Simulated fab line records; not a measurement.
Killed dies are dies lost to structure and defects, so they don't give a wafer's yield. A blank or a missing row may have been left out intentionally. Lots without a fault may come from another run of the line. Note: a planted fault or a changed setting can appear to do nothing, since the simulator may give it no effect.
8D (eight disciplines) problem report, filled in by code ; flow sky130 ; the parts of the form that need people (team, actions taken, sign-off) are left out

## 1. THE ISSUE
Mean of killed_at_M4_up at SKY_PAD_OPEN_PROBE_99: 61.4 across 9 wafers in 3 lots; on wafers with no fault it is 3.0 (standard deviation 1.8). That puts it +32 standard deviations away from the usual mean.
First observed at day 47 14:11: wafer L764.3, on prober-01. The record holds 9 wafers of 3 lots with a number at this step. Rule for "out", or "out of limits": more than 4 standard deviations from the usual mean. Any other wafer with a number is counted as sound.

## 2. WHAT IT IS; WHAT IT IS NOT
question;is;is not
which readings at this step;killed_at_M4_up, defect limited yield, killed dies, sort_bin_3_pad_short, sort n pass, sort yield pct;killed_at_M0_to_M3, killed at contacts, killed open
which lots;L764, L765, L766;-
which wafers of those lots;all that have a number;-
read on which tools;prober-01, prober-02;-
when;from day 47 14:11;up to then (0 sound wafers)

## 3. WHAT RULES OUT EACH SUSPECT
Counting: a tool at any process step up to the reading remains a suspect when it ran all the lots that are out and ran no sound lot after the first of those.
- wet bench-01 at SKY_VIA4_CLEAN_16 (cleans in O3/DIW): kept. It ran every lot that is out, first L764 (day 44 19:54), and no sound lot after that.
After counting, what remains is wet bench-01 at SKY_VIA4_CLEAN_16.

## 4. THE CAUSE (what the simulator had put in)
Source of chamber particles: wet bench-01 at SKY_VIA4_CLEAN_16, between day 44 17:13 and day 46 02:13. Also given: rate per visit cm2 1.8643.
The count eliminated every tool but this one.

## 5. THE EFFECT CHAIN, in route order
Each row: a reading whose mean over the struck wafers that have a number lies more than 3 standard deviations from the usual. Readings are gone through only where the record gives a usual standard deviation; hours: the median, over the lots, of the time from a lot's start at the first step in this table giving one to that lot's start at this step; sigmas: the change measured in usual standard deviations.
hours;step;reading;usual;on struck wafers;change;sigmas
0;SKY_PAD_OPEN_PROBE_99;defect limited yield;82.7 %;72.3;-10.4;-5.5
0;SKY_PAD_OPEN_PROBE_99;killed_at_M4_up;3.0;61.4;+58.4;+32
0;SKY_PAD_OPEN_PROBE_99;killed dies;85;136;+51;+5.6
0;SKY_PAD_OPEN_PROBE_99;sort_bin_3_pad_short;0.8 %;4.5;+3.7;+8.6
0;SKY_PAD_OPEN_PROBE_99;sort_bin_5_function;10.3 %;16.0;+5.7;+3.8
0;SKY_PAD_OPEN_PROBE_99;sort n pass;407;356;-51;-5.6
0;SKY_PAD_OPEN_PROBE_99;sort yield pct;82.7 %;72.3;-10.4;-5.5
Process steps it contains:
- SKY_PAD_OPEN_PROBE_99

## 6. HOW IT WOULD HAVE BEEN CAUGHT EARLIER
First out-of-limits reading in this record: day 47 14:11, which is 69 hours after fault onset at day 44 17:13.
All the lots that are out (3) had begun SKY_VIA4_CLEAN_16 on wet bench-01 by day 47 14:11. Had the tool been put on hold then, not one of them would have been saved.
